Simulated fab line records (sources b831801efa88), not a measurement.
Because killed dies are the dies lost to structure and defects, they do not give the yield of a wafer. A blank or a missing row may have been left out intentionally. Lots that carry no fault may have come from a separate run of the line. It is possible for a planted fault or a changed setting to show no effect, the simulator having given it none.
fab line records :: flow sfqLine
record:
  lots: 5
  wafers: 15
  lastDay: 79
route steps=325 shown I0@45
lots that met no fault: from a run of the same line without faults
startH: hours from the record's first day to the start of the lot's first wafer shown :: waitH: how many hours have passed since the lot's step before this one :: " identical to the entry in the row above :: L1.1+2: a row that stands for several wafers :: - either no value or no given start :: * or withheld: withheld :: < > ~ a bound
route shown NAME@n: a module of which the file shows steps, and the number in the route of the first :: usual: mean and standard deviation over wafers with no fault :: same: alike in all rows :: chamber/n: place in a boat :: sites: the reading at each site :: _std_site: standard deviation of those values :: _edge_site: mean of outer sites minus mean of inner sites :: radiusMm: how far each site lies from the wafer's centre :: mask NAME#n: copy n :: behind: tool/chamber where the wafer was last shaped :: hold: the reason the lot was held/the length of the hold in hours/how it ended :: device: the transistor (n, p or np) that didn't switch :: end of line: tests of these same wafers at the route's end :: where a step has no rows: the recipe by itself :: killed: at the first sort, the dies lost to defects and structure; wafer yield is something else :: map: per-die view of a wafer (x killed, . not killed, _ where there is no die)
set.NAME: setting as actually run; set.NAME@STEP: the setting as run at that earlier step :: model.NAME: the simulator's own value behind a step, which no gauge read
lots at some steps of the route; a table a step, a row a wafer
services: when a tool's chamber went out of use (startH, in hours from the record's first day, below 0 if earlier), for how many hours, and the reason
== steps ==
step: SFQ_I0_BOW_MEAS_907
recipe:
  mode: bow
usual:
  I0_BOW: 3/6.3
lot.wafer: L077.1
tool: filmMetro-04
chamber: -
startH: 264.84
waitH: 2.0
I0_BOW[um]: 0

lot.wafer: L077.2
tool: filmMetro-04
chamber: -
startH: 264.84
waitH: 2.0
I0_BOW[um]: 2

lot.wafer: L077.6
tool: filmMetro-04
chamber: -
startH: 264.84
waitH: 2.0
I0_BOW[um]: 20

lot.wafer: L081.2
tool: filmMetro-03
chamber: -
startH: 306.86
waitH: 1.0
I0_BOW[um]: 0

lot.wafer: L081.4
tool: filmMetro-03
chamber: -
startH: 306.86
waitH: 1.0
I0_BOW[um]: -8

lot.wafer: L081.6
tool: filmMetro-03
chamber: -
startH: 306.86
waitH: 1.0
I0_BOW[um]: -4

lot.wafer: L083.2
tool: filmMetro-02
chamber: -
startH: 321.60
waitH: 1.5
I0_BOW[um]: -3

lot.wafer: L083.4
tool: filmMetro-02
chamber: -
startH: 321.60
waitH: 1.5
I0_BOW[um]: 1

lot.wafer: L083.5
tool: filmMetro-02
chamber: -
startH: 321.60
waitH: 1.5
I0_BOW[um]: 1

lot.wafer: L088.1
tool: filmMetro-03
chamber: -
startH: 350.39
waitH: 1.0
I0_BOW[um]: 9

lot.wafer: L088.2
tool: filmMetro-03
chamber: -
startH: 350.39
waitH: 1.0
I0_BOW[um]: 6

lot.wafer: L088.3
tool: filmMetro-03
chamber: -
startH: 350.39
waitH: 1.0
I0_BOW[um]: 3

lot.wafer: L095.1
tool: filmMetro-04
chamber: -
startH: 416.36
waitH: 2.5
I0_BOW[um]: -7

lot.wafer: L095.4
tool: filmMetro-04
chamber: -
startH: 416.36
waitH: 2.5
I0_BOW[um]: 0

lot.wafer: L095.5
tool: filmMetro-04
chamber: -
startH: 416.36
waitH: 2.5
I0_BOW[um]: 7
step: SFQ_TRILAYER_I0_METRO_MEASURE_029
usual:
  thkNm: 200.0/1.3
lot.wafer: L077.1
tool: filmMetro-04
chamber: -
startH: 264.96
waitH: 0.1
thkNm: 200.1

lot.wafer: L077.2
tool: filmMetro-04
chamber: -
startH: 264.96
waitH: 0.1
thkNm: 200.6

lot.wafer: L077.6
tool: filmMetro-04
chamber: -
startH: 264.96
waitH: 0.1
thkNm: 202.0

lot.wafer: L081.2
tool: filmMetro-03
chamber: -
startH: 307.16
waitH: 0.3
thkNm: 202.0

lot.wafer: L081.4
tool: filmMetro-03
chamber: -
startH: 307.16
waitH: 0.3
thkNm: 201.4

lot.wafer: L081.6
tool: filmMetro-03
chamber: -
startH: 307.16
waitH: 0.3
thkNm: 200.3

lot.wafer: L083.2
tool: filmMetro-02
chamber: -
startH: 321.90
waitH: 0.3
thkNm: 200.1

lot.wafer: L083.4
tool: filmMetro-02
chamber: -
startH: 321.90
waitH: 0.3
thkNm: 198.4

lot.wafer: L083.5
tool: filmMetro-02
chamber: -
startH: 321.90
waitH: 0.3
thkNm: 199.7

lot.wafer: L088.1
tool: filmMetro-03
chamber: -
startH: 350.51
waitH: 0.1
thkNm: 199.1

lot.wafer: L088.2
tool: filmMetro-03
chamber: -
startH: 350.51
waitH: 0.1
thkNm: 198.8

lot.wafer: L088.3
tool: filmMetro-03
chamber: -
startH: 350.51
waitH: 0.1
thkNm: 196.9

lot.wafer: L095.1
tool: filmMetro-04
chamber: -
startH: 416.48
waitH: 0.1
thkNm: 202.8

lot.wafer: L095.4
tool: filmMetro-04
chamber: -
startH: 416.48
waitH: 0.1
thkNm: 201.0

lot.wafer: L095.5
tool: filmMetro-04
chamber: -
startH: 416.48
waitH: 0.1
thkNm: 202.6
step: SFQ_TRILAYER_I0_VIA_LITHO_COAT_036
recipe:
  resist: BARC
  spinRpm: 3000
  resistThkNm: 62
usual:
  resistLineTempC: 23.01/0.1
lot.wafer: L077.1
tool: lithoTrack-04
chamber: 0
startH: 266.16
waitH: 1.0
resistLineTempC: 23.07

lot.wafer: L077.2
tool: lithoTrack-04
chamber: 0
startH: 266.16
waitH: 1.0
resistLineTempC: 23.06

lot.wafer: L077.6
tool: lithoTrack-04
chamber: 0
startH: 266.16
waitH: 1.0
resistLineTempC: 23.03

lot.wafer: L081.2
tool: lithoTrack-02
chamber: 0
startH: 308.21
waitH: 0.8
resistLineTempC: 23.04

lot.wafer: L081.4
tool: lithoTrack-02
chamber: 0
startH: 308.21
waitH: 0.8
resistLineTempC: 23.10

lot.wafer: L081.6
tool: lithoTrack-02
chamber: 0
startH: 308.21
waitH: 0.8
resistLineTempC: 23.17

lot.wafer: L083.2
tool: lithoTrack-04
chamber: 0
startH: 322.95
waitH: 0.8
resistLineTempC: 22.93

lot.wafer: L083.4
tool: lithoTrack-04
chamber: 0
startH: 322.95
waitH: 0.8
resistLineTempC: 22.97

lot.wafer: L083.5
tool: lithoTrack-04
chamber: 0
startH: 322.95
waitH: 0.8
resistLineTempC: 22.88

lot.wafer: L088.1
tool: lithoTrack-02
chamber: 0
startH: 351.71
waitH: 1.0
resistLineTempC: 22.99

lot.wafer: L088.2
tool: lithoTrack-02
chamber: 0
startH: 351.71
waitH: 1.0
resistLineTempC: 22.99

lot.wafer: L088.3
tool: lithoTrack-02
chamber: 0
startH: 351.71
waitH: 1.0
resistLineTempC: 22.98

lot.wafer: L095.1
tool: lithoTrack-02
chamber: 0
startH: 417.68
waitH: 1.0
resistLineTempC: 22.98

lot.wafer: L095.4
tool: lithoTrack-02
chamber: 0
startH: 417.68
waitH: 1.0
resistLineTempC: 23.04

lot.wafer: L095.5
tool: lithoTrack-02
chamber: 0
startH: 417.68
waitH: 1.0
resistLineTempC: 23.09
step: SFQ_TRILAYER_I0_VIA_LITHO_COAT_031
recipe:
  resist: KrF
  spinRpm: 3000
  resistThkNm: 650
usual:
  resistLineTempC: 23.01/0.099
lot.wafer: L077.1
tool: lithoTrack-04
chamber: 0
startH: 266.46
waitH: 0.2
resistLineTempC: 22.89

lot.wafer: L077.2
tool: lithoTrack-04
chamber: 0
startH: 266.46
waitH: 0.2
resistLineTempC: 23.12

lot.wafer: L077.6
tool: lithoTrack-04
chamber: 0
startH: 266.46
waitH: 0.2
resistLineTempC: 22.82

lot.wafer: L081.2
tool: lithoTrack-02
chamber: 0
startH: 308.51
waitH: 0.2
resistLineTempC: 23.02

lot.wafer: L081.4
tool: lithoTrack-02
chamber: 0
startH: 308.51
waitH: 0.2
resistLineTempC: 23.00

lot.wafer: L081.6
tool: lithoTrack-02
chamber: 0
startH: 308.51
waitH: 0.2
resistLineTempC: 22.88

lot.wafer: L083.2
tool: lithoTrack-04
chamber: 0
startH: 323.25
waitH: 0.2
resistLineTempC: 23.00

lot.wafer: L083.4
tool: lithoTrack-04
chamber: 0
startH: 323.25
waitH: 0.2
resistLineTempC: 22.94

lot.wafer: L083.5
tool: lithoTrack-04
chamber: 0
startH: 323.25
waitH: 0.2
resistLineTempC: 23.01

lot.wafer: L088.1
tool: lithoTrack-02
chamber: 0
startH: 352.01
waitH: 0.2
resistLineTempC: 23.03

lot.wafer: L088.2
tool: lithoTrack-02
chamber: 0
startH: 352.01
waitH: 0.2
resistLineTempC: 22.83

lot.wafer: L088.3
tool: lithoTrack-02
chamber: 0
startH: 352.01
waitH: 0.2
resistLineTempC: 22.95

lot.wafer: L095.1
tool: lithoTrack-02
chamber: 0
startH: 417.98
waitH: 0.2
resistLineTempC: 23.07

lot.wafer: L095.4
tool: lithoTrack-02
chamber: 0
startH: 417.98
waitH: 0.2
resistLineTempC: 22.96

lot.wafer: L095.5
tool: lithoTrack-02
chamber: 0
startH: 417.98
waitH: 0.2
resistLineTempC: 22.97
step: SFQ_TRILAYER_I0_VIA_LITHO_SOFTBAKE_035
recipe:
  tempC: withheld
  timeS: withheld
  resist: KrF
usual:
  resistLineTempC: *
lot.wafer: L077.1
tool: lithoTrack-04
chamber: 0
startH: 266.76
waitH: 0.2
resistLineTempC: *

lot.wafer: L077.2
tool: lithoTrack-04
chamber: 0
startH: 266.76
waitH: 0.2
resistLineTempC: *

lot.wafer: L077.6
tool: lithoTrack-04
chamber: 0
startH: 266.76
waitH: 0.2
resistLineTempC: *

lot.wafer: L081.2
tool: lithoTrack-02
chamber: 0
startH: 308.79
waitH: 0.2
resistLineTempC: *

lot.wafer: L081.4
tool: lithoTrack-02
chamber: 0
startH: 308.79
waitH: 0.2
resistLineTempC: *

lot.wafer: L081.6
tool: lithoTrack-02
chamber: 0
startH: 308.79
waitH: 0.2
resistLineTempC: *

lot.wafer: L083.2
tool: lithoTrack-04
chamber: 0
startH: 323.53
waitH: 0.2
resistLineTempC: *

lot.wafer: L083.4
tool: lithoTrack-04
chamber: 0
startH: 323.53
waitH: 0.2
resistLineTempC: *

lot.wafer: L083.5
tool: lithoTrack-04
chamber: 0
startH: 323.53
waitH: 0.2
resistLineTempC: *

lot.wafer: L088.1
tool: lithoTrack-02
chamber: 0
startH: 352.31
waitH: 0.2
resistLineTempC: *

lot.wafer: L088.2
tool: lithoTrack-02
chamber: 0
startH: 352.31
waitH: 0.2
resistLineTempC: *

lot.wafer: L088.3
tool: lithoTrack-02
chamber: 0
startH: 352.31
waitH: 0.2
resistLineTempC: *

lot.wafer: L095.1
tool: lithoTrack-02
chamber: 0
startH: 418.28
waitH: 0.2
resistLineTempC: *

lot.wafer: L095.4
tool: lithoTrack-02
chamber: 0
startH: 418.28
waitH: 0.2
resistLineTempC: *

lot.wafer: L095.5
tool: lithoTrack-02
chamber: 0
startH: 418.28
waitH: 0.2
resistLineTempC: *
step: SFQ_TRILAYER_I0_VIA_LITHO_EXPOSE_032
recipe:
  maskId: I0
  na: 0.6
  sourceShape: conventional
  sigmaOuter: 0.65
  targetCdNm: 500
  doseMj: 21.3
lot.wafer: L077.1+2+6
tool: krfScanner-01
chamber: 0
startH: 375.29
waitH: -
mask: I0#0

lot.wafer: L081.2+4+6
tool: krfScanner-02
chamber: 0
startH: 435.20
waitH: -
mask: I0#0

lot.wafer: L083.2+4+5
tool: krfScanner-01
chamber: 0
startH: 455.73
waitH: -
mask: I0#0

lot.wafer: L088.1+2+3
tool: krfScanner-01
chamber: 0
startH: 499.85
waitH: -
mask: I0#0

lot.wafer: L095.1+4+5
tool: krfScanner-02
chamber: 0
startH: 557.58
waitH: -
mask: I0#0
step: SFQ_TRILAYER_I0_VIA_LITHO_PEB_034
recipe:
  pebTempC: 115
  pebTimeS: 60
  resist: KrF
usual:
  heaterPowerTotalW: 79.16/0.06
  resistLineTempC: 22.99/0.1
lot.wafer: L077.1
tool: lithoTrack-02
chamber: 0
startH: 376.49
waitH: 1.0
heaterPowerTotalW: 79.17
resistLineTempC: 23.13

lot.wafer: L077.2
tool: lithoTrack-02
chamber: 0
startH: 376.49
waitH: 1.0
heaterPowerTotalW: 79.24
resistLineTempC: 23.19

lot.wafer: L077.6
tool: lithoTrack-02
chamber: 0
startH: 376.49
waitH: 1.0
heaterPowerTotalW: 79.21
resistLineTempC: 23.01

lot.wafer: L081.2
tool: lithoTrack-01
chamber: 0
startH: 436.23
waitH: 0.8
heaterPowerTotalW: 79.12
resistLineTempC: 22.92

lot.wafer: L081.4
tool: lithoTrack-01
chamber: 0
startH: 436.23
waitH: 0.8
heaterPowerTotalW: 79.01
resistLineTempC: 22.97

lot.wafer: L081.6
tool: lithoTrack-01
chamber: 0
startH: 436.23
waitH: 0.8
heaterPowerTotalW: 79.19
resistLineTempC: 22.92

lot.wafer: L083.2
tool: lithoTrack-02
chamber: 0
startH: 456.75
waitH: 0.8
heaterPowerTotalW: 79.13
resistLineTempC: 22.99

lot.wafer: L083.4
tool: lithoTrack-02
chamber: 0
startH: 456.75
waitH: 0.8
heaterPowerTotalW: 79.20
resistLineTempC: 23.23

lot.wafer: L083.5
tool: lithoTrack-02
chamber: 0
startH: 456.75
waitH: 0.8
heaterPowerTotalW: 79.11
resistLineTempC: 23.06

lot.wafer: L088.1
tool: lithoTrack-04
chamber: 0
startH: 501.05
waitH: 1.0
heaterPowerTotalW: 79.21
resistLineTempC: 22.94

lot.wafer: L088.2
tool: lithoTrack-04
chamber: 0
startH: 501.05
waitH: 1.0
heaterPowerTotalW: 79.26
resistLineTempC: 22.87

lot.wafer: L088.3
tool: lithoTrack-04
chamber: 0
startH: 501.05
waitH: 1.0
heaterPowerTotalW: 79.21
resistLineTempC: 22.70

lot.wafer: L095.1
tool: lithoTrack-01
chamber: 0
startH: 558.78
waitH: 1.0
heaterPowerTotalW: 79.09
resistLineTempC: 23.03

lot.wafer: L095.4
tool: lithoTrack-01
chamber: 0
startH: 558.78
waitH: 1.0
heaterPowerTotalW: 79.21
resistLineTempC: 22.89

lot.wafer: L095.5
tool: lithoTrack-01
chamber: 0
startH: 558.78
waitH: 1.0
heaterPowerTotalW: 79.14
resistLineTempC: 22.84
step: SFQ_TRILAYER_I0_VIA_LITHO_DEVELOP_033
recipe:
  timeS: 60
  resist: KrF
usual:
  resistLineTempC: 23.00/0.12
lot.wafer: L077.1
tool: lithoTrack-02
chamber: 0
startH: 376.64
waitH: 0.1
resistLineTempC: 23.06

lot.wafer: L077.2
tool: lithoTrack-02
chamber: 0
startH: 376.64
waitH: 0.1
resistLineTempC: 22.92

lot.wafer: L077.6
tool: lithoTrack-02
chamber: 0
startH: 376.64
waitH: 0.1
resistLineTempC: 23.09

lot.wafer: L081.2
tool: lithoTrack-01
chamber: 0
startH: 436.38
waitH: 0.1
resistLineTempC: 23.14

lot.wafer: L081.4
tool: lithoTrack-01
chamber: 0
startH: 436.38
waitH: 0.1
resistLineTempC: 23.08

lot.wafer: L081.6
tool: lithoTrack-01
chamber: 0
startH: 436.38
waitH: 0.1
resistLineTempC: 23.06

lot.wafer: L083.2
tool: lithoTrack-02
chamber: 0
startH: 456.90
waitH: 0.1
resistLineTempC: 22.93

lot.wafer: L083.4
tool: lithoTrack-02
chamber: 0
startH: 456.90
waitH: 0.1
resistLineTempC: 23.06

lot.wafer: L083.5
tool: lithoTrack-02
chamber: 0
startH: 456.90
waitH: 0.1
resistLineTempC: 23.14

lot.wafer: L088.1
tool: lithoTrack-04
chamber: 0
startH: 501.20
waitH: 0.1
resistLineTempC: 22.88

lot.wafer: L088.2
tool: lithoTrack-04
chamber: 0
startH: 501.20
waitH: 0.1
resistLineTempC: 22.86

lot.wafer: L088.3
tool: lithoTrack-04
chamber: 0
startH: 501.20
waitH: 0.1
resistLineTempC: 22.86

lot.wafer: L095.1
tool: lithoTrack-01
chamber: 0
startH: 558.93
waitH: 0.1
resistLineTempC: 23.07

lot.wafer: L095.4
tool: lithoTrack-01
chamber: 0
startH: 558.93
waitH: 0.1
resistLineTempC: 23.15

lot.wafer: L095.5
tool: lithoTrack-01
chamber: 0
startH: 558.93
waitH: 0.1
resistLineTempC: 23.16
step: SFQ_I0_OVL_MEAS_908
usual:
  I0_OVL: -3/4.9
lot.wafer: L077.1
tool: overlay-02
chamber: -
startH: 376.79
waitH: 0.1
I0_OVL[nm]: -4

lot.wafer: L077.2
tool: overlay-02
chamber: -
startH: 376.79
waitH: 0.1
I0_OVL[nm]: 3

lot.wafer: L077.6
tool: overlay-02
chamber: -
startH: 376.79
waitH: 0.1
I0_OVL[nm]: 2

lot.wafer: L081.2
tool: overlay-01
chamber: -
startH: 436.51
waitH: 0.1
I0_OVL[nm]: -4

lot.wafer: L081.4
tool: overlay-01
chamber: -
startH: 436.51
waitH: 0.1
I0_OVL[nm]: -8

lot.wafer: L081.6
tool: overlay-01
chamber: -
startH: 436.51
waitH: 0.1
I0_OVL[nm]: -2

lot.wafer: L083.2
tool: overlay-02
chamber: -
startH: 457.03
waitH: 0.1
I0_OVL[nm]: -6

lot.wafer: L083.4
tool: overlay-02
chamber: -
startH: 457.03
waitH: 0.1
I0_OVL[nm]: -2

lot.wafer: L083.5
tool: overlay-02
chamber: -
startH: 457.03
waitH: 0.1
I0_OVL[nm]: -2

lot.wafer: L088.1
tool: overlay-02
chamber: -
startH: 501.35
waitH: 0.1
I0_OVL[nm]: -4

lot.wafer: L088.2
tool: overlay-02
chamber: -
startH: 501.35
waitH: 0.1
I0_OVL[nm]: 1

lot.wafer: L088.3
tool: overlay-02
chamber: -
startH: 501.35
waitH: 0.1
I0_OVL[nm]: 4

lot.wafer: L095.1
tool: overlay-01
chamber: -
startH: 559.08
waitH: 0.1
I0_OVL[nm]: -6

lot.wafer: L095.4
tool: overlay-01
chamber: -
startH: 559.08
waitH: 0.1
I0_OVL[nm]: -4

lot.wafer: L095.5
tool: overlay-01
chamber: -
startH: 559.08
waitH: 0.1
I0_OVL[nm]: -5
step: SFQ_TRILAYER_I0_VIA_BARC_OPEN_VIA_ETCH_046
recipe:
  maskMaterial: PR
  chemistry: O2
  targetDepthNm: 125
  target: BARC
  sourceW: 500
  biasW: 80
  pressureMtorr: 30
  timeS: 41.7
usual:
  drypumpMotorCurrentA: 5.6/0.42
  oesProductAu: 0.684/0.0047
lot.wafer: L077.1
tool: rieDiel-01
chamber: 1
startH: 376.83
waitH: 0.0
drypumpMotorCurrentA: 5.4
oesProductAu: 0.682
rfHoursCounterH: 64

lot.wafer: L077.2
tool: rieDiel-01
chamber: 0
startH: 376.83
waitH: 0.0
drypumpMotorCurrentA: 5.4
oesProductAu: 0.693
rfHoursCounterH: 96

lot.wafer: L077.6
tool: rieDiel-01
chamber: 2
startH: 376.83
waitH: 0.0
drypumpMotorCurrentA: 5.3
oesProductAu: 0.684
rfHoursCounterH: -

lot.wafer: L081.2
tool: rieDiel-03
chamber: 1
startH: 436.54
waitH: 0.0
drypumpMotorCurrentA: 5.6
oesProductAu: 0.693
rfHoursCounterH: 81

lot.wafer: L081.4
tool: rieDiel-03
chamber: 0
startH: 436.54
waitH: 0.0
drypumpMotorCurrentA: 5.2
oesProductAu: 0.686
rfHoursCounterH: 8

lot.wafer: L081.6
tool: rieDiel-03
chamber: 2
startH: 436.54
waitH: 0.0
drypumpMotorCurrentA: 6.1
oesProductAu: 0.686
rfHoursCounterH: -

lot.wafer: L083.2
tool: rieDiel-02
chamber: 3
startH: 457.06
waitH: 0.0
drypumpMotorCurrentA: 6.1
oesProductAu: 0.681
rfHoursCounterH: 29

lot.wafer: L083.4
tool: rieDiel-02
chamber: 1
startH: 457.06
waitH: 0.0
drypumpMotorCurrentA: 5.7
oesProductAu: 0.687
rfHoursCounterH: 13

lot.wafer: L083.5
tool: rieDiel-02
chamber: 1
startH: 457.06
waitH: 0.0
drypumpMotorCurrentA: 5.7
oesProductAu: 0.691
rfHoursCounterH: -

lot.wafer: L088.1
tool: rieDiel-01
chamber: 1
startH: 501.39
waitH: 0.0
drypumpMotorCurrentA: 5.4
oesProductAu: 0.676
rfHoursCounterH: 66

lot.wafer: L088.2
tool: rieDiel-01
chamber: 3
startH: 501.39
waitH: 0.0
drypumpMotorCurrentA: 6.3
oesProductAu: 0.690
rfHoursCounterH: 1

lot.wafer: L088.3
tool: rieDiel-01
chamber: 2
startH: 501.39
waitH: 0.0
drypumpMotorCurrentA: 5.3
oesProductAu: 0.688
rfHoursCounterH: 48

lot.wafer: L095.1
tool: rieDiel-03
chamber: 0
startH: 559.11
waitH: 0.0
drypumpMotorCurrentA: 5.2
oesProductAu: 0.686
rfHoursCounterH: 10

lot.wafer: L095.4
tool: rieDiel-03
chamber: 1
startH: 559.11
waitH: 0.0
drypumpMotorCurrentA: 5.6
oesProductAu: 0.686
rfHoursCounterH: -

lot.wafer: L095.5
tool: rieDiel-03
chamber: 3
startH: 559.11
waitH: 0.0
drypumpMotorCurrentA: 6.2
oesProductAu: 0.676
rfHoursCounterH: -
step: SFQ_TRILAYER_I0_VIA_ETCH_VIA_ETCH_034
recipe:
  target: SiO2
  stopOn: Nb
  maskMaterial: PR
  taperDeg: 20
  chemistry: CHF3
  targetDepthNm: 260
  sourceW: 500
  biasW: 80
  pressureMtorr: 30
  timeS: withheld
usual:
  drypumpMotorCurrentA: 5.6/0.43
  oesProductAu: 0.855/0.0055
lot.wafer: L077.1
tool: rieDiel-01
chamber: 1
startH: 376.87
waitH: 0.0
drypumpMotorCurrentA: 5.4
oesProductAu: 0.851

lot.wafer: L077.2
tool: rieDiel-01
chamber: 0
startH: 376.87
waitH: 0.0
drypumpMotorCurrentA: 5.5
oesProductAu: 0.855

lot.wafer: L077.6
tool: rieDiel-01
chamber: 2
startH: 376.87
waitH: 0.0
drypumpMotorCurrentA: 5.3
oesProductAu: 0.864

lot.wafer: L081.2
tool: rieDiel-03
chamber: 1
startH: 436.58
waitH: 0.0
drypumpMotorCurrentA: 5.6
oesProductAu: 0.864

lot.wafer: L081.4
tool: rieDiel-03
chamber: 0
startH: 436.58
waitH: 0.0
drypumpMotorCurrentA: 5.2
oesProductAu: 0.858

lot.wafer: L081.6
tool: rieDiel-03
chamber: 2
startH: 436.58
waitH: 0.0
drypumpMotorCurrentA: 6.1
oesProductAu: 0.853

lot.wafer: L083.2
tool: rieDiel-02
chamber: 3
startH: 457.10
waitH: 0.0
drypumpMotorCurrentA: 6.1
oesProductAu: 0.856

lot.wafer: L083.4
tool: rieDiel-02
chamber: 1
startH: 457.10
waitH: 0.0
drypumpMotorCurrentA: 5.7
oesProductAu: 0.846

lot.wafer: L083.5
tool: rieDiel-02
chamber: 1
startH: 457.10
waitH: 0.0
drypumpMotorCurrentA: 5.7
oesProductAu: 0.857

lot.wafer: L088.1
tool: rieDiel-01
chamber: 1
startH: 501.43
waitH: 0.0
drypumpMotorCurrentA: 5.4
oesProductAu: 0.857

lot.wafer: L088.2
tool: rieDiel-01
chamber: 3
startH: 501.43
waitH: 0.0
drypumpMotorCurrentA: 6.3
oesProductAu: 0.852

lot.wafer: L088.3
tool: rieDiel-01
chamber: 2
startH: 501.43
waitH: 0.0
drypumpMotorCurrentA: 5.3
oesProductAu: 0.850

lot.wafer: L095.1
tool: rieDiel-03
chamber: 0
startH: 559.15
waitH: 0.0
drypumpMotorCurrentA: 5.2
oesProductAu: 0.858

lot.wafer: L095.4
tool: rieDiel-03
chamber: 1
startH: 559.15
waitH: 0.0
drypumpMotorCurrentA: 5.6
oesProductAu: 0.861

lot.wafer: L095.5
tool: rieDiel-03
chamber: 3
startH: 559.15
waitH: 0.0
drypumpMotorCurrentA: 6.2
oesProductAu: 0.860
step: SFQ_TRILAYER_I0_VIA_STRIP_STRIP_035
recipe:
  gas: O2
  powerW: 200
  platenTempC: 40
  overashFraction: 0.65
  chemistry: O2
  pressureMtorr: 50
usual:
  drypumpMotorCurrentA: 5.7/0.49
  oesProductAu: 1.002/0.0076
lot.wafer: L077.1
tool: rieMetal-02
chamber: 0
startH: 376.98
waitH: -
drypumpMotorCurrentA: 4.9
oesProductAu: 1.020
rfHoursCounterH: 13

lot.wafer: L077.2
tool: rieMetal-02
chamber: 1
startH: 376.98
waitH: -
drypumpMotorCurrentA: 6.0
oesProductAu: 1.002
rfHoursCounterH: 126

lot.wafer: L077.6
tool: rieMetal-02
chamber: 0
startH: 376.98
waitH: -
drypumpMotorCurrentA: 4.8
oesProductAu: 1.009
rfHoursCounterH: -

lot.wafer: L081.2
tool: rieMetal-04
chamber: 0
startH: 436.69
waitH: -
drypumpMotorCurrentA: 6.2
oesProductAu: 1.001
rfHoursCounterH: 145

lot.wafer: L081.4
tool: rieMetal-04
chamber: 0
startH: 436.69
waitH: -
drypumpMotorCurrentA: 6.2
oesProductAu: 1.000
rfHoursCounterH: -

lot.wafer: L081.6
tool: rieMetal-04
chamber: 1
startH: 436.69
waitH: -
drypumpMotorCurrentA: 5.1
oesProductAu: 0.990
rfHoursCounterH: -

lot.wafer: L083.2
tool: rieMetal-04
chamber: 0
startH: 457.22
waitH: -
drypumpMotorCurrentA: 6.2
oesProductAu: 1.007
rfHoursCounterH: 148

lot.wafer: L083.4
tool: rieMetal-04
chamber: 0
startH: 457.22
waitH: -
drypumpMotorCurrentA: 6.2
oesProductAu: 1.007
rfHoursCounterH: -

lot.wafer: L083.5
tool: rieMetal-04
chamber: 0
startH: 457.22
waitH: -
drypumpMotorCurrentA: 6.1
oesProductAu: 1.006
rfHoursCounterH: -

lot.wafer: L088.1
tool: rieMetal-01
chamber: 0
startH: 501.54
waitH: -
drypumpMotorCurrentA: 5.9
oesProductAu: 1.005
rfHoursCounterH: 146

lot.wafer: L088.2
tool: rieMetal-01
chamber: 1
startH: 501.54
waitH: -
drypumpMotorCurrentA: 6.1
oesProductAu: 0.995
rfHoursCounterH: 17

lot.wafer: L088.3
tool: rieMetal-01
chamber: 0
startH: 501.54
waitH: -
drypumpMotorCurrentA: 5.9
oesProductAu: 0.993
rfHoursCounterH: -

lot.wafer: L095.1
tool: rieMetal-02
chamber: 1
startH: 559.27
waitH: -
drypumpMotorCurrentA: 6.0
oesProductAu: 0.988
rfHoursCounterH: 156

lot.wafer: L095.4
tool: rieMetal-02
chamber: 1
startH: 559.27
waitH: -
drypumpMotorCurrentA: 6.0
oesProductAu: 0.982
rfHoursCounterH: -

lot.wafer: L095.5
tool: rieMetal-02
chamber: 1
startH: 559.27
waitH: -
drypumpMotorCurrentA: 6.0
oesProductAu: 0.984
rfHoursCounterH: -
== services ==
tool: rieDiel-02
chamber: -
startH: 247.11
hours: 0.3
kind: repair

tool: filmMetro-04
chamber: -
startH: 252.13
hours: 1.1
kind: pm

tool: rieDiel-03
chamber: -
startH: 253.61
hours: 2.8
kind: pm

tool: rieDiel-01
chamber: 1
startH: 257.30
hours: 61.2
kind: repair

tool: filmMetro-03
chamber: -
startH: 262.77
hours: 21.7
kind: pm

tool: rieDiel-03
chamber: -
startH: 265.67
hours: 1.1
kind: repair

tool: rieDiel-01
chamber: 0
startH: 288.93
hours: 1.5
kind: repair

tool: krfScanner-01
chamber: -
startH: 303.80
hours: 1.0
kind: pm

tool: krfScanner-01
chamber: -
startH: 343.45
hours: 0.8
kind: pm

tool: krfScanner-01
chamber: -
startH: 346.51
hours: 1.6
kind: repair

tool: krfScanner-01
chamber: -
startH: 350.81
hours: 0.4
kind: repair

tool: rieDiel-03
chamber: -
startH: 379.60
hours: 0.2
kind: repair

tool: krfScanner-01
chamber: -
startH: 392.09
hours: 1.3
kind: pm

tool: rieDiel-01
chamber: 0
startH: 460.26
hours: 3.2
kind: repair

tool: krfScanner-01
chamber: -
startH: 472.33
hours: 1.0
kind: pm

tool: rieDiel-03
chamber: 0
startH: 478.01
hours: 7.4
kind: repair

tool: rieDiel-01
chamber: 3
startH: 482.45
hours: 15.5
kind: repair

tool: rieDiel-03
chamber: 3
startH: 487.07
hours: 5.4
kind: repair

tool: rieDiel-03
chamber: 0
startH: 497.48
hours: 3.8
kind: repair

tool: krfScanner-01
chamber: -
startH: 511.85
hours: 0.8
kind: pm

tool: rieDiel-01
chamber: 3
startH: 527.71
hours: 24.1
kind: repair

tool: rieDiel-03
chamber: 1
startH: 530.73
hours: 2.5
kind: repair

tool: rieDiel-01
chamber: 2
startH: 531.31
hours: 1.7
kind: repair

tool: rieDiel-01
chamber: 0
startH: 533.58
hours: 8.6
kind: repair
== key ==
fault none
